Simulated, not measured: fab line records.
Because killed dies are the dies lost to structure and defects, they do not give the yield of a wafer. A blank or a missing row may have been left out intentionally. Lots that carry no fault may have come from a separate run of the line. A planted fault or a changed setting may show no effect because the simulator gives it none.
Which tool is to blame? | flow gf180mcu | 11 lots with 33 wafers sampled at 2 steps, on a route of 602 steps

## WHAT THE GAUGES READ, wafer by wafer
GF_V1_THK_MEAS_01.
lot  | measured     | on            | V1_CVD_00_THK (nm)
L159 | day 17 00:40 | film metro-02 | 600 599 594
L170 | day 21 05:29 | film metro-04 | 597 602 592
L171 | day 21 10:18 | film metro-02 | 598 602 604
L175 | day 23 12:56 | film metro-02 | 603 605 603
L177 | day 24 06:38 | film metro-02 | 599 595 595
L176 | day 24 08:33 | film metro-02 | 603 596 600
L178 | day 24 10:34 | film metro-01 | 604 603 608
L179 | day 24 13:00 | film metro-02 | 594 587 596
L180 | day 24 15:56 | film metro-01 | 596 597 589
L181 | day 24 17:17 | film metro-02 | 598 598 602
L182 | day 25 13:26 | film metro-02 | 597 605 601

## EACH LOT AND THE TOOL THAT RAN IT (in order: tool; ch and the chambers of the sampled wafers; start)
lot  | GF_M1_SPUTTER_03
L159 | pvd sputter-03, day 16 01:14
L170 | pvd sputter-01, day 20 04:52
L171 | pvd sputter-02, day 20 09:07
L175 | pvd sputter-01, day 22 05:06
L177 | pvd sputter-03, day 23 11:21
L176 | pvd sputter-03, day 23 12:07
L178 | pvd sputter-02, day 23 13:07
L179 | pvd sputter-02, day 23 15:34
L180 | pvd sputter-01, day 23 17:05
L181 | pvd sputter-01, day 23 18:17
L182 | pvd sputter-02, day 24 14:25
- GF_M1_SPUTTER_03: material Ti, target thk 10 nm, time 6.7 s.

## THE ANSWER, worked out from the rows above alone
Rule: the usual values come from the lots themselves. The widest of any qualifying gaps counts: lots, ordered by their means at a reading, are off when they make up no more than a third of the lots, leave a main group of 4 or more, and stand apart from it by 3 or more times the standard deviation of that group's means. The tables above print the reading to a certain number of digits; a main group whose means all agree to those digits is not used. A lot without any number at a reading at which 4 lots or more have one is off too. The other lots that the step has rows for count as sound.
Nothing can be told from this: no lot is off at any reading shown.

## WHAT HAD BEEN PUT IN BY THE SIMULATOR
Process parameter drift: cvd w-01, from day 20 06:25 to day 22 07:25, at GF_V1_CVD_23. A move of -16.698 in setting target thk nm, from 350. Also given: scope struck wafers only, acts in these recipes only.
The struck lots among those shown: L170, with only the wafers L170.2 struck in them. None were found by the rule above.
